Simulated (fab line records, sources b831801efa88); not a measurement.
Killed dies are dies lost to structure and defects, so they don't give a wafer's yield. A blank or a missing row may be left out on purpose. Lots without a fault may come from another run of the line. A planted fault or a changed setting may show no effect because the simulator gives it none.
Which tool did it? | flow sky130 | 13 lots, 39 wafers sampled, at 5 steps of a route of 708

WHAT THE GAUGES READ, wafer by wafer
The record holds no reading of a measuring or inspecting step that can be judged against a usual standard deviation.

WHICH TOOL RAN EACH LOT (tool, then ch and the chambers of the sampled wafers, then the start)
lot  | SKY_GATE_OXIDE_WET_ETCH_12      | SKY_VIA4_CVD_18               | SKY_VIA4_CMP_21               | SKY_PASSIVATION_STRIP_12             | SKY_PAD_OPEN_PROBE_99
L610 | wet_bench-03 ch 1, day 14 04:20 | cvd_w-02 ch 0,1, day 43 03:26 | cmp-01 ch 0,2,3, day 43 03:52 | plasma_asher-04 ch 0,1, day 45 02:10 | -
L611 | wet_bench-04 ch 0, day 14 19:01 | cvd_w-01 ch 0,1, day 43 13:55 | cmp-02 ch 0,1,2, day 43 14:15 | plasma_asher-03 ch 0,1, day 45 11:29 | -
L612 | wet_bench-04 ch 1, day 15 08:50 | cvd_w-02 ch 0,1, day 44 02:10 | cmp-01 ch 0,1,2, day 44 02:32 | plasma_asher-03 ch 1, day 45 23:23   | -
L613 | wet_bench-03 ch 3, day 15 15:17 | cvd_w-01 ch 0,1, day 44 04:46 | cmp-01 ch 0,1,3, day 44 05:11 | plasma_asher-01 ch 0,1, day 46 01:55 | prober-01, day 47 00:50
L614 | wet_bench-04 ch 2, day 15 15:35 | cvd_w-02 ch 0,1, day 44 05:20 | cmp-02 ch 0,1,2, day 44 05:49 | plasma_asher-04 ch 0,1, day 46 02:19 | prober-02, day 47 02:14
L617 | wet_bench-04 ch 3, day 17 07:14 | cvd_w-01 ch 0,1, day 45 13:58 | cmp-02 ch 0,3, day 45 14:15   | plasma_asher-03 ch 0,1, day 47 07:51 | -
L620 | wet_bench-01 ch 0, day 17 21:55 | cvd_w-02 ch 0,1, day 46 02:50 | cmp-02 ch 0,1,3, day 46 03:17 | plasma_asher-01 ch 0, day 47 21:43   | prober-02, day 48 18:39
L622 | wet_bench-03 ch 2, day 18 04:28 | cvd_w-02 ch 0,1, day 46 07:10 | cmp-02 ch 0,2,3, day 46 07:52 | plasma_asher-04 ch 0,1, day 48 02:11 | -
L621 | wet_bench-04 ch 3, day 18 08:34 | cvd_w-02 ch 0,1, day 46 08:28 | cmp-01 ch 0,1,2, day 46 08:59 | plasma_asher-01 ch 0,1, day 48 03:14 | -
L624 | wet_bench-03 ch 0, day 18 23:52 | cvd_w-02 ch 0,1, day 46 14:40 | cmp-02 ch 0,2,3, day 46 15:05 | plasma_asher-03 ch 0, day 48 08:52   | prober-02, day 49 05:59
L625 | wet_bench-03 ch 1, day 19 06:59 | cvd_w-01 ch 0,1, day 46 23:44 | cmp-01 ch 1,3, day 47 00:15   | plasma_asher-01 ch 0,1, day 48 16:04 | prober-01, day 49 12:12
L626 | wet_bench-03 ch 1, day 19 11:59 | cvd_w-01 ch 0,1, day 47 00:05 | cmp-01 ch 0,2,3, day 47 00:51 | plasma_asher-01 ch 0,1, day 48 16:58 | prober-02, day 49 13:29
L630 | wet_bench-04 ch 2, day 20 19:50 | cvd_w-02 ch 0,1, day 47 23:02 | cmp-02 ch 0,1,3, day 47 23:25 | plasma_asher-04 ch 0,1, day 49 13:44 | prober-01, day 50 09:23
- SKY_GATE_OXIDE_WET_ETCH_12: etches SiO2 in dHF, target depth 16.8 nm, time 336 s.
- SKY_VIA4_CVD_18: deposits W, target thk 505 nm, time 152.14 s.
- SKY_VIA4_CMP_21: polishes, stops on SiO2, t overpolish 25 s, target thk 0 nm.
- SKY_PASSIVATION_STRIP_12: strips in O2/N2.
- SKY_PAD_OPEN_PROBE_99

WHAT THE TOOLS THEMSELVES READ (means of the sampled wafers that have a number; where no wafer has one, the mark that the record gives instead)
SKY_VIA4_CVD_18.
lot  | tool     | heater_power_w (W)
L610 | cvd_w-02 | 887
L611 | cvd_w-01 | 799
L612 | cvd_w-02 | 838
L613 | cvd_w-01 | 827
L614 | cvd_w-02 | 864
L617 | cvd_w-01 | 818
L620 | cvd_w-02 | 879
L622 | cvd_w-02 | 825
L621 | cvd_w-02 | 825
L624 | cvd_w-02 | 887
L625 | cvd_w-01 | 833
L626 | cvd_w-01 | 820
L630 | cvd_w-02 | 891

SKY_VIA4_CMP_21.
lot  | tool   | motor_current_A (A) | overpolish_run_s (s) | time_to_endpoint_s (s)
L610 | cmp-01 | 10.8                | 24.999               | 127
L611 | cmp-02 | 10.2                | 24.999               | 123
L612 | cmp-01 | 11.1                | 25.001               | 122
L613 | cmp-01 | 11.8                | 25.000               | 125
L614 | cmp-02 | 10.6                | 25.005               | 114
L617 | cmp-02 | 11.0                | 25.004               | 113
L620 | cmp-02 | 10.8                | 25.004               | 116
L622 | cmp-02 | 10.7                | 25.001               | 113
L621 | cmp-01 | 11.2                | 25.006               | 125
L624 | cmp-02 | 10.9                | 24.992               | 110
L625 | cmp-01 | 12.1                | 25.004               | 121
L626 | cmp-01 | 11.0                | 25.011               | 125
L630 | cmp-02 | 10.3                | 25.002               | 121

SKY_PASSIVATION_STRIP_12.
lot  | tool            | chamber_pressure_mTorr (mTorr) | drypump_motor_current_A (A) | n2_flow_sccm (sccm) | oes_product_au (a.u.) | strip_time_to_endpoint_s (s)
L610 | plasma_asher-04 | 1499.5                         | 5.8                         | 299.1               | 0.660                 | 31.36
L611 | plasma_asher-03 | 1501.5                         | 6.2                         | 300.5               | 0.657                 | 31.53
L612 | plasma_asher-03 | 1501.9                         | 6.1                         | 299.3               | 0.657                 | 31.49
L613 | plasma_asher-01 | 1500.9                         | 6.0                         | 299.4               | 0.660                 | 31.41
L614 | plasma_asher-04 | 1500.4                         | 5.8                         | 300.3               | 0.661                 | 31.29
L617 | plasma_asher-03 | 1499.9                         | 6.3                         | 299.0               | 0.661                 | 31.60
L620 | plasma_asher-01 | 1499.7                         | 5.5                         | 300.2               | 0.661                 | 31.54
L622 | plasma_asher-04 | 1500.5                         | 5.8                         | 299.6               | 0.660                 | 31.49
L621 | plasma_asher-01 | 1501.2                         | 5.8                         | 300.4               | 0.660                 | 31.61
L624 | plasma_asher-03 | 1501.1                         | 6.4                         | 299.5               | 0.660                 | 31.36
L625 | plasma_asher-01 | 1500.2                         | 5.7                         | 301.0               | 0.663                 | 31.67
L626 | plasma_asher-01 | 1499.6                         | 5.7                         | 299.7               | 0.659                 | 31.60
L630 | plasma_asher-04 | 1499.2                         | 5.8                         | 299.4               | 0.659                 | 31.46

SKY_PAD_OPEN_PROBE_99.
lot  | tool      | killed_at_M0_to_M3 | killed_at_M4_up | killed_at_contacts | killed_at_front_end | killed_at_other | killed_dies | killed_on_rim | killed_open | killed_short
L613 | prober-01 | 38                 | 3.7             | 23                 | 13                  | 0.0             | 79          | 16            | 44          | 35
L614 | prober-02 | 40                 | 5.0             | 22                 | 10                  | 0.3             | 77          | 17            | 38          | 39
L620 | prober-02 | 41                 | 1.7             | 21                 | 13                  | 0.0             | 76          | 15            | 42          | 34
L624 | prober-02 | 41                 | 2.7             | 24                 | 12                  | 0.7             | 81          | 16            | 44          | 36
L625 | prober-01 | 48                 | 4.7             | 23                 | 19                  | 0.0             | 95          | 18            | 51          | 42
L626 | prober-02 | 35                 | 3.0             | 24                 | 58                  | 0.0             | 120         | 21            | 45          | 36
L630 | prober-01 | 44                 | 4.0             | 20                 | 18                  | 0.0             | 86          | 16            | 52          | 34

THE ANSWER, worked out from the rows above alone
Rule: what is usual is taken from the lots themselves. Put in order of their means at a reading, lots are off if they are a third of the lots or fewer, leave a main group of 4 or more, and stand apart from it by a gap of 3 or more times the standard deviation of the main group's means; of several such gaps the widest counts. A main group whose means are all the same, to the digits that the tables above print for the reading, isn't used. A lot without any number at a reading at which 4 lots or more have one is off too. The other lots that the step has rows for count as sound. The gauges are gone through in route order, then the tools' own readings, and for those a lot's mean is taken as printed above. The first step at which some lot is off is used, and at that step the reading that is off furthest; a lot without a number counts as furthest.
Off: L626, at SKY_PAD_OPEN_PROBE_99 (killed_at_front_end). The main group: mean 14, standard deviation 3.2. Neither off nor sound, because the step has no rows for them: L610, L611, L612, L617, L622, L621.
A tool fits if, at that step or a process step before it, it ran every lot that is off, and no sound lot after the first of them. Can't be told from this: 5 tools fit, wet_bench-03 at SKY_GATE_OXIDE_WET_ETCH_12, cvd_w-01 at SKY_VIA4_CVD_18, cmp-01 at SKY_VIA4_CMP_21, plasma_asher-01 at SKY_PASSIVATION_STRIP_12, prober-02 at SKY_PAD_OPEN_PROBE_99.

WHAT THE SIMULATOR HAD PUT IN
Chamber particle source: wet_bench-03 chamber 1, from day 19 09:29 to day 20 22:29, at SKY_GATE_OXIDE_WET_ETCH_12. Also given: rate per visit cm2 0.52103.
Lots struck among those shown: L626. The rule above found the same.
